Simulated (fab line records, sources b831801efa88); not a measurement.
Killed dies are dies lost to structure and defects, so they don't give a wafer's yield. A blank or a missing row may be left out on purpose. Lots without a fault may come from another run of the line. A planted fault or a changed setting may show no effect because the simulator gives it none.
Which tool did it? | flow gf180mcu | 12 lots, 36 wafers sampled, at 2 steps of a route of 602

WHAT THE GAUGES READ, wafer by wafer
GF_M5_OVL_MEAS_08. Usual: M5_OVL 0 nm, standard deviation 5.6.
lot  | measured     | on         | M5_OVL (nm) | flag
L929 | day 26 06:34 | overlay-01 | 6 6 3       |
L930 | day 26 10:13 | overlay-02 | 4 -6 -2     |
L933 | day 27 09:16 | overlay-02 | -1 2 -9     |
L938 | day 29 07:44 | overlay-01 | -6 -6 -13   |
L943 | day 30 16:53 | overlay-01 | -3 -5 -4    |
L944 | day 30 21:28 | overlay-01 | -5 -5 -5    |
L946 | day 31 03:32 | overlay-01 | -8 -1 -6    |
L945 | day 31 10:14 | overlay-01 | -3 3 -5     |
L947 | day 31 13:46 | overlay-01 | -1 -9 -7    |
L948 | day 31 19:25 | overlay-02 | 3 -3 0      |
L949 | day 32 05:52 | overlay-02 | -13 -7 -4   |
L951 | day 32 15:02 | overlay-02 | 3 -5 -4     |

WHICH TOOL RAN EACH LOT (tool, then ch and the chambers of the sampled wafers, then the start)
lot  | GF_V4_SPUTTER_22
L929 | pvd_sputter-03, day 24 10:50
L930 | pvd_sputter-02, day 24 17:55
L933 | pvd_sputter-04, day 25 13:47
L938 | pvd_sputter-03, day 27 16:52
L943 | pvd_sputter-04, day 29 01:32
L944 | pvd_sputter-02, day 29 08:11
L946 | pvd_sputter-03, day 29 15:46
L945 | pvd_sputter-04, day 29 21:04
L947 | pvd_sputter-02, day 30 00:31
L948 | pvd_sputter-02, day 30 08:11
L949 | pvd_sputter-03, day 30 17:47
L951 | pvd_sputter-04, day 31 04:45
- GF_V4_SPUTTER_22: material TiN, target thk 10 nm, time 40 s.

WHAT THE TOOLS THEMSELVES READ (means of the sampled wafers that have a number; where no wafer has one, the mark that the record gives instead)
GF_V4_SPUTTER_22. Usual: chamber_pressure_pa 4.999 Pa, standard deviation 0.01; throttle_valve_pct 29.6 %, standard deviation 1.1.
lot  | tool           | chamber_pressure_pa (Pa) | throttle_valve_pct (%) | flag
L929 | pvd_sputter-03 | 4.997                    | 29.1                   |
L930 | pvd_sputter-02 | 5.003                    | 30.2                   |
L933 | pvd_sputter-04 | 4.989                    | 30.1                   |
L938 | pvd_sputter-03 | 5.005                    | 29.7                   |
L943 | pvd_sputter-04 | 5.001                    | 30.3                   |
L944 | pvd_sputter-02 | 4.998                    | 30.3                   |
L946 | pvd_sputter-03 | 5.001                    | 29.0                   |
L945 | pvd_sputter-04 | 5.003                    | 30.9                   |
L947 | pvd_sputter-02 | 5.001                    | 30.2                   |
L948 | pvd_sputter-02 | 4.999                    | 29.4                   |
L949 | pvd_sputter-03 | 5.007                    | 28.9                   |
L951 | pvd_sputter-04 | 4.998                    | 29.7                   |

THE ANSWER, worked out from the rows above alone
Rule: a lot is off if the mean of its wafers that have a number lies more than 3 standard deviations from the usual mean. A lot without any number at a reading at which 4 lots or more have one is off too. The other lots that the step has rows for count as sound. The gauges are gone through in route order, then the tools' own readings, and for those a lot's mean is taken as printed above. The first step at which some lot is off is used, and at that step the reading that is off furthest; a lot without a number counts as furthest.
No lot is off at any reading shown: from this, nothing can be told.

WHAT THE SIMULATOR HAD PUT IN
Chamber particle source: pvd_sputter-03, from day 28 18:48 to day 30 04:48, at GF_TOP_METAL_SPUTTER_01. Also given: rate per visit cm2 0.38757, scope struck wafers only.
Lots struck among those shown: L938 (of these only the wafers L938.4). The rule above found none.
